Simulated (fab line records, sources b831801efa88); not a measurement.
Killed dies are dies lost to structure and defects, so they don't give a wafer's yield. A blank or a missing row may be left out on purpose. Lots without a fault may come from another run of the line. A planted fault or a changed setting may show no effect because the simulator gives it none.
Which tool did it? | flow gf180mcu | 24 lots, 72 wafers sampled, at 6 steps of a route of 602

WHAT THE GAUGES READ, wafer by wafer
GF_HV_LDD_OVL_MEAS_47. Usual: HV_LDD_03_OVL -0.8 nm, standard deviation 1.4.
lot  | measured     | on         | HV_LDD_03_OVL (nm) | flag
L074 | day 12 22:41 | overlay-02 | -0.1 0.6 0.3       |
L075 | day 13 05:17 | overlay-02 | -3.7 -1.3 -0.6     |
L076 | day 13 13:17 | overlay-02 | -1.2 0.0 0.0       |
L077 | day 13 18:42 | overlay-02 | -2.5 -3.5 -0.1     |
L078 | day 14 00:24 | overlay-02 | -3.4 -3.9 -2.0     |
L079 | day 14 11:19 | overlay-01 | -1.4 0.4 -0.8      |
L080 | day 14 21:18 | overlay-02 | -2.8 -0.8 -0.8     |
L081 | day 15 06:44 | overlay-02 | 0.4 0.1 3.0        |
L082 | day 15 14:25 | overlay-02 | -1.5 -0.6 1.3      |
L083 | day 15 20:51 | overlay-02 | 1.3 2.4 -0.1       |
L084 | day 16 03:57 | overlay-02 | -2.6 -2.2 -1.0     |
L085 | day 16 07:26 | overlay-02 | 0.0 -2.1 -0.8      |
L086 | day 16 20:39 | overlay-02 | 0.4 -0.3 -0.3      |
L087 | day 17 04:17 | overlay-02 | -0.2 -1.3 -0.4     |
L088 | day 17 14:36 | overlay-01 | 0.7 0.7 2.0        |
L089 | day 17 21:34 | overlay-02 | -2.6 -3.4 -2.1     |
L090 | day 18 04:08 | overlay-02 | -0.1 -0.2 -1.1     |
L091 | day 18 13:02 | overlay-01 | -0.6 -0.5 -0.9     |
L092 | day 18 21:24 | overlay-02 | -2.4 0.7 0.1       |
L093 | day 19 04:44 | overlay-01 | -0.8 -0.5 -0.8     |
L094 | day 19 19:11 | overlay-01 | 0.3 1.2 -1.7       |
L095 | day 19 23:44 | overlay-02 | 0.5 -0.3 -0.2      |
L096 | day 20 06:41 | overlay-02 | -2.0 -2.5 -2.6     |
L097 | day 20 12:56 | overlay-02 | -3.4 -2.9 -1.0     |

GF_NSD_OVL_MEAS_08. Usual: NSD_OVL 0.0 nm, standard deviation 1.6.
lot  | measured     | on         | NSD_OVL (nm)   | flag
L074 | day 13 22:42 | overlay-01 | -0.1 0.7 0.0   |
L075 | day 14 05:20 | overlay-01 | -1.4 0.0 -0.7  |
L076 | day 14 13:45 | overlay-02 | -2.5 -0.5 -0.2 |
L077 | day 14 19:25 | overlay-01 | 1.5 0.1 3.4    |
L078 | day 15 01:22 | overlay-02 | -1.5 -2.2 -2.6 |
L079 | day 15 12:25 | overlay-02 | 1.2 1.3 2.2    |
L080 | day 16 00:36 | overlay-01 | 1.9 3.2 0.7    |
L081 | day 16 08:03 | overlay-02 | -3.1 -2.0 -1.8 |
L082 | day 16 15:27 | overlay-01 | 0.6 -0.3 -1.7  |
L083 | day 16 22:21 | overlay-02 | -0.2 -1.3 0.5  |
L084 | day 17 06:49 | overlay-01 | 2.6 0.0 0.4    |
L085 | day 17 09:54 | overlay-01 | -1.8 -3.5 -1.4 |
L086 | day 18 00:31 | overlay-02 | -1.4 2.2 -1.0  |
L087 | day 18 06:39 | overlay-01 | -1.5 -0.9 -1.0 |
L088 | day 18 17:53 | overlay-01 | -0.1 -0.4 0.8  |
L089 | day 19 00:44 | overlay-01 | 2.4 2.4 1.0    |
L090 | day 19 07:54 | overlay-02 | -2.5 -1.5 0.0  |
L091 | day 19 16:56 | overlay-01 | 0.3 1.5 0.2    |
L092 | day 20 01:27 | overlay-01 | 1.5 3.8 -0.5   |
L093 | day 20 08:30 | overlay-02 | -1.6 -0.9 0.6  |
L094 | day 20 23:33 | overlay-02 | -1.4 -0.8 -2.4 |
L095 | day 21 03:29 | overlay-01 | 0.1 -2.5 0.0   |
L096 | day 21 10:46 | overlay-01 | -0.5 1.8 0.0   |
L097 | day 21 16:20 | overlay-02 | 0.8 -0.1 1.1   |

GF_M2_CD_MEAS_14: target cd 280 nm. Usual: cd_nm 280.6 nm, standard deviation 1.5.
lot  | measured     | on        | cd_nm (nm)        | flag
L074 | day 20 01:13 | cd_sem-02 | 281.4 280.0 279.3 |
L075 | day 20 08:15 | cd_sem-02 | 281.6 282.7 283.0 |
L076 | day 20 16:11 | cd_sem-02 | 279.6 280.3 280.7 |
L077 | day 21 00:28 | cd_sem-02 | 278.9 278.7 278.2 |
L078 | day 21 06:52 | cd_sem-02 | 283.2 284.2 283.2 |
L079 | day 21 16:38 | cd_sem-02 | 281.8 282.2 281.7 |
L080 | day 22 07:13 | cd_sem-02 | 280.8 281.7 281.0 |
L081 | day 22 15:44 | cd_sem-01 | 280.5 279.9 281.3 |
L082 | day 22 23:31 | cd_sem-02 | 279.8 280.1 280.3 |
L083 | day 23 07:29 | cd_sem-02 | 278.8 278.1 279.0 |
L084 | day 23 14:32 | cd_sem-01 | 280.7 279.0 280.8 |
L085 | day 23 18:05 | cd_sem-02 | 281.2 280.9 282.5 |
L086 | day 24 07:49 | cd_sem-02 | 282.5 282.1 281.5 |
L087 | day 24 13:34 | cd_sem-02 | 282.0 279.9 282.2 |
L088 | day 25 00:04 | cd_sem-02 | 279.7 280.5 280.5 |
L089 | day 25 05:38 | cd_sem-01 | 280.7 279.0 278.6 |
L090 | day 25 11:31 | cd_sem-01 | 281.9 280.7 281.5 |
L091 | day 25 19:43 | cd_sem-01 | 279.4 278.9 279.2 |
L092 | day 26 03:56 | cd_sem-01 | 280.7 281.7 281.9 |
L093 | day 26 09:13 | cd_sem-01 | 279.4 280.5 278.6 |
L094 | day 26 23:13 | cd_sem-01 | 282.8 281.9 282.1 |
L095 | day 27 02:07 | cd_sem-01 | 282.0 281.2 282.8 |
L096 | day 27 08:26 | cd_sem-02 | 280.8 280.4 280.4 |
L097 | day 27 13:38 | cd_sem-02 | 280.1 280.0 279.3 |

GF_V4_THK_MEAS_01. Usual: V4_CVD_00_THK 598 nm, standard deviation 4.8.
lot  | measured     | on            | V4_CVD_00_THK (nm) | flag
L074 | day 24 06:48 | film_metro-02 | 598 595 599        |
L075 | day 24 14:05 | film_metro-02 | 590 591 595        |
L076 | day 24 20:25 | film_metro-02 | 604 610 602        |
L077 | day 25 04:46 | film_metro-02 | 596 601 593        |
L078 | day 25 10:25 | film_metro-04 | 599 599 602        |
L079 | day 25 19:08 | film_metro-02 | 596 596 601        |
L080 | day 26 09:38 | film_metro-01 | 598 594 594        |
L081 | day 26 14:50 | film_metro-01 | 599 599 601        |
L082 | day 26 22:59 | film_metro-02 | 596 593 592        |
L083 | day 27 05:35 | film_metro-04 | 600 599 604        |
L084 | day 27 13:37 | film_metro-04 | 595 598 608        |
L085 | day 27 16:00 | film_metro-04 | 597 598 603        |
L086 | day 28 03:58 | film_metro-02 | 591 601 593        |
L087 | day 28 10:44 | film_metro-01 | 598 595 598        |
L088 | day 28 17:47 | film_metro-04 | 600 592 594        |
L089 | day 28 23:25 | film_metro-02 | 593 598 592        |
L090 | day 29 06:21 | film_metro-04 | 598 593 602        |
L091 | day 29 11:59 | film_metro-01 | 595 595 598        |
L092 | day 29 20:37 | film_metro-01 | 605 598 606        |
L093 | day 30 01:16 | film_metro-01 | 596 590 597        |
L094 | day 30 12:17 | film_metro-01 | 594 599 597        |
L095 | day 30 16:33 | film_metro-01 | 593 592 597        |
L096 | day 30 22:16 | film_metro-01 | 601 607 597        |
L097 | day 31 02:25 | film_metro-01 | 602 599 594        |

WHICH TOOL RAN EACH LOT (tool, then ch and the chambers of the sampled wafers, then the start)
lot  | GF_M3_SPUTTER_00             | GF_M3_STRIP_17
L074 | pvd_sputter-03, day 21 04:23 | plasma_asher-03 ch 0,1, day 22 04:39
L075 | pvd_sputter-02, day 21 11:53 | plasma_asher-04 ch 0,1, day 22 12:11
L076 | pvd_sputter-04, day 21 19:50 | plasma_asher-03 ch 0,1, day 22 19:29
L077 | pvd_sputter-03, day 22 03:29 | plasma_asher-03 ch 0,1, day 23 03:53
L078 | pvd_sputter-04, day 22 10:17 | plasma_asher-04 ch 0,1, day 23 10:20
L079 | pvd_sputter-03, day 22 19:26 | plasma_asher-04 ch 0,1, day 23 19:17
L080 | pvd_sputter-03, day 23 09:20 | plasma_asher-04 ch 0,1, day 24 08:48
L081 | pvd_sputter-02, day 23 17:08 | plasma_asher-01 ch 0,1, day 24 16:11
L082 | pvd_sputter-03, day 24 01:29 | plasma_asher-03 ch 0,1, day 25 00:25
L083 | pvd_sputter-02, day 24 09:17 | plasma_asher-03 ch 0,1, day 25 06:53
L084 | pvd_sputter-03, day 24 16:20 | plasma_asher-03 ch 0,1, day 25 15:18
L085 | pvd_sputter-04, day 24 19:32 | plasma_asher-01 ch 0,1, day 25 17:43
L086 | pvd_sputter-04, day 25 07:58 | plasma_asher-01 ch 0,1, day 26 06:28
L087 | pvd_sputter-03, day 25 15:15 | plasma_asher-01 ch 0,1, day 26 13:38
L088 | pvd_sputter-04, day 26 00:26 | plasma_asher-01 ch 0,1, day 26 22:03
L089 | pvd_sputter-03, day 26 06:11 | plasma_asher-01 ch 0,1, day 27 03:16
L090 | pvd_sputter-04, day 26 12:41 | plasma_asher-03 ch 0,1, day 27 09:50
L091 | pvd_sputter-03, day 26 20:07 | plasma_asher-01 ch 0,1, day 27 16:59
L092 | pvd_sputter-03, day 27 04:17 | plasma_asher-01 ch 0,1, day 28 01:21
L093 | pvd_sputter-03, day 27 09:15 | plasma_asher-01 ch 0,1, day 28 06:17
L094 | pvd_sputter-02, day 27 22:14 | plasma_asher-03 ch 1, day 28 18:35
L095 | pvd_sputter-04, day 28 02:07 | plasma_asher-03 ch 0,1, day 28 22:26
L096 | pvd_sputter-03, day 28 08:17 | plasma_asher-03 ch 0,1, day 29 03:59
L097 | pvd_sputter-03, day 28 12:04 | plasma_asher-03 ch 0,1, day 29 08:17
- GF_M3_SPUTTER_00: material Ti, target thk 37.5 nm, time 150 s.
- GF_M3_STRIP_17: strips in O2/N2.

WHAT THE TOOLS THEMSELVES READ (means of the sampled wafers that have a number; where no wafer has one, the mark that the record gives instead)
GF_M3_SPUTTER_00. Usual: throttle_valve_pct 29.7 %, standard deviation 1.1.
lot  | tool           | throttle_valve_pct (%) | flag
L074 | pvd_sputter-03 | 28.9                   |
L075 | pvd_sputter-02 | 30.3                   |
L076 | pvd_sputter-04 | 29.5                   |
L077 | pvd_sputter-03 | 29.2                   |
L078 | pvd_sputter-04 | 29.7                   |
L079 | pvd_sputter-03 | 30.2                   |
L080 | pvd_sputter-03 | 29.8                   |
L081 | pvd_sputter-02 | 29.6                   |
L082 | pvd_sputter-03 | 29.0                   |
L083 | pvd_sputter-02 | 29.4                   |
L084 | pvd_sputter-03 | 29.5                   |
L085 | pvd_sputter-04 | 29.9                   |
L086 | pvd_sputter-04 | 31.0                   |
L087 | pvd_sputter-03 | 29.4                   |
L088 | pvd_sputter-04 | 30.0                   |
L089 | pvd_sputter-03 | 29.9                   |
L090 | pvd_sputter-04 | 30.5                   |
L091 | pvd_sputter-03 | 29.2                   |
L092 | pvd_sputter-03 | 29.2                   |
L093 | pvd_sputter-03 | 29.1                   |
L094 | pvd_sputter-02 | 30.7                   |
L095 | pvd_sputter-04 | 29.4                   |
L096 | pvd_sputter-03 | 30.0                   |
L097 | pvd_sputter-03 | 29.3                   |

GF_M3_STRIP_17. Usual: drypump_motor_current_A 5.53 A, standard deviation 0.15; heater_power_w 325 W, standard deviation 35; oes_product_au 0.557 a.u., standard deviation 0.0049; strip_time_to_endpoint_s 7.87 s, standard deviation 0.035.
lot  | tool            | drypump_motor_current_A (A) | heater_power_w (W) | oes_product_au (a.u.) | strip_time_to_endpoint_s (s) | flag
L074 | plasma_asher-03 | 5.65                        | 312                | 0.559                 | 7.90                         |
L075 | plasma_asher-04 | 5.54                        | 320                | 0.556                 | 7.88                         |
L076 | plasma_asher-03 | 5.58                        | 298                | 0.564                 | 7.87                         |
L077 | plasma_asher-03 | 5.58                        | 295                | 0.555                 | 7.88                         |
L078 | plasma_asher-04 | 5.60                        | 312                | 0.556                 | 7.86                         |
L079 | plasma_asher-04 | 5.53                        | 323                | 0.557                 | 7.88                         |
L080 | plasma_asher-04 | 5.58                        | 314                | 0.560                 | 7.87                         |
L081 | plasma_asher-01 | 5.36                        | 347                | 0.559                 | 7.91                         |
L082 | plasma_asher-03 | 5.67                        | 310                | 0.556                 | 7.84                         |
L083 | plasma_asher-03 | 5.61                        | 293                | 0.558                 | 7.93                         |
L084 | plasma_asher-03 | 5.59                        | 299                | 0.552                 | 7.84                         |
L085 | plasma_asher-01 | 5.36                        | 353                | 0.555                 | 7.86                         |
L086 | plasma_asher-01 | 5.36                        | 349                | 0.553                 | 7.85                         |
L087 | plasma_asher-01 | 5.37                        | 353                | 0.559                 | 7.89                         |
L088 | plasma_asher-01 | 5.35                        | 345                | 0.556                 | 7.85                         |
L089 | plasma_asher-01 | 5.48                        | 361                | 0.559                 | 7.93                         |
L090 | plasma_asher-03 | 5.64                        | 312                | 0.558                 | 7.88                         |
L091 | plasma_asher-01 | 5.48                        | 366                | 0.555                 | 7.88                         |
L092 | plasma_asher-01 | 5.47                        | 365                | 0.559                 | 7.85                         |
L093 | plasma_asher-01 | 5.36                        | 346                | 0.557                 | 7.85                         |
L094 | plasma_asher-03 | 5.54                        | 277                | 0.555                 | 7.86                         |
L095 | plasma_asher-03 | 5.66                        | 314                | 0.558                 | 7.82                         |
L096 | plasma_asher-03 | 5.66                        | 314                | 0.560                 | 7.84                         |
L097 | plasma_asher-03 | 5.57                        | 293                | 0.558                 | 7.82                         |

THE ANSWER, worked out from the rows above alone
Rule: a lot is off if the mean of its wafers that have a number lies more than 3 standard deviations from the usual mean. A lot without any number at a reading at which 4 lots or more have one is off too. The other lots that the step has rows for count as sound. The gauges are gone through in route order, then the tools' own readings, and for those a lot's mean is taken as printed above. The first step at which some lot is off is used, and at that step the reading that is off furthest; a lot without a number counts as furthest.
No lot is off at any reading shown: from this, nothing can be told.

WHAT THE SIMULATOR HAD PUT IN
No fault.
